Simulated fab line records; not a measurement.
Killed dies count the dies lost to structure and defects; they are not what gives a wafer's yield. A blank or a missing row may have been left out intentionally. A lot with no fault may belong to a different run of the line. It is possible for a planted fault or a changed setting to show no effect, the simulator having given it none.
Split-lot trial    flow sky130    23 wafers read across 5 lots, on a route 708 steps long

## THE SPLIT
At SKY_FIELD_ISO_CLEAN_19 (cleans in SC1/SC2, time 150 s), the setting time s was moved away from the recipe's 150 s on 10 of the 23 wafers read, by +5.7% to +11.4%. This setting was run at the recipe's value on the other wafers.

The split's own step is where the reading is taken.

## THE READING
Si3N4_of_FIELD_ISO_CVD_03.thk nm (the simulator's own value, which no gauge read), in nm, at SKY_FIELD_ISO_CLEAN_19 (cleans in SC1/SC2, time 150 s). The file does not state a usual value for it. The 13 wafers here that ran the recipe average 111.74 nm, standard deviation 18 nm.

wafer   tool, chamber at the split  time s as run, s  against the recipe  Si3N4_of_FIELD_ISO_CVD_03.thk nm, nm  against lot-mates on the recipe
L077.1  -, -                        167.1             +11.4%              201.7                                 no lot-mate on the recipe
L077.2  -, -                        167.1             +11.4%              201.5                                 no lot-mate on the recipe
L077.4  -, -                        167.1             +11.4%              201.4                                 no lot-mate on the recipe
L077.5  -, -                        167.1             +11.4%              200.8                                 no lot-mate on the recipe
L077.6  -, -                        167.1             +11.4%              201.3                                 no lot-mate on the recipe
L078.1  -, -                        150               recipe              88.37                                 -
L078.2  -, -                        150               recipe              88.62                                 -
L078.3  -, -                        150               recipe              90.28                                 -
L078.4  -, -                        150               recipe              89.42                                 -
L078.5  -, -                        150               recipe              90.19                                 -
L081.1  wet bench-01, 1             150               recipe              127.1                                 -
L081.4  wet bench-01, 1             150               recipe              127.3                                 -
L081.5  wet bench-01, 1             150               recipe              126.4                                 -
L082.2  -, -                        150               recipe              125.6                                 -
L082.5  -, -                        150               recipe              125.6                                 -
L082.3  -, -                        150               recipe              125.2                                 -
L082.4  -, -                        150               recipe              124.4                                 -
L082.6  -, -                        150               recipe              124.2                                 -
L085.1  -, -                        158.5             +5.7%               209.9                                 no lot-mate on the recipe
L085.4  -, -                        158.5             +5.7%               209.9                                 no lot-mate on the recipe
L085.2  -, -                        158.5             +5.7%               209.4                                 no lot-mate on the recipe
L085.5  -, -                        158.5             +5.7%               209.4                                 no lot-mate on the recipe
L085.3  -, -                        158.5             +5.7%               210.9                                 no lot-mate on the recipe

THE FIT
A straight line over all 23 wafers: Si3N4_of_FIELD_ISO_CVD_03.thk nm changes by +8.92 nm for each +1% of time s; r = +0.85; the points scatter about the line by 27 nm.
Too few moved wafers have a lot-mate on the recipe to fit a line with each lot's own level taken away.

## FILE'S OWN FIT
Si3N4_of_FIELD_ISO_CVD_03.thk nm changes by +8.92 nm for each +1% of time s, r = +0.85.
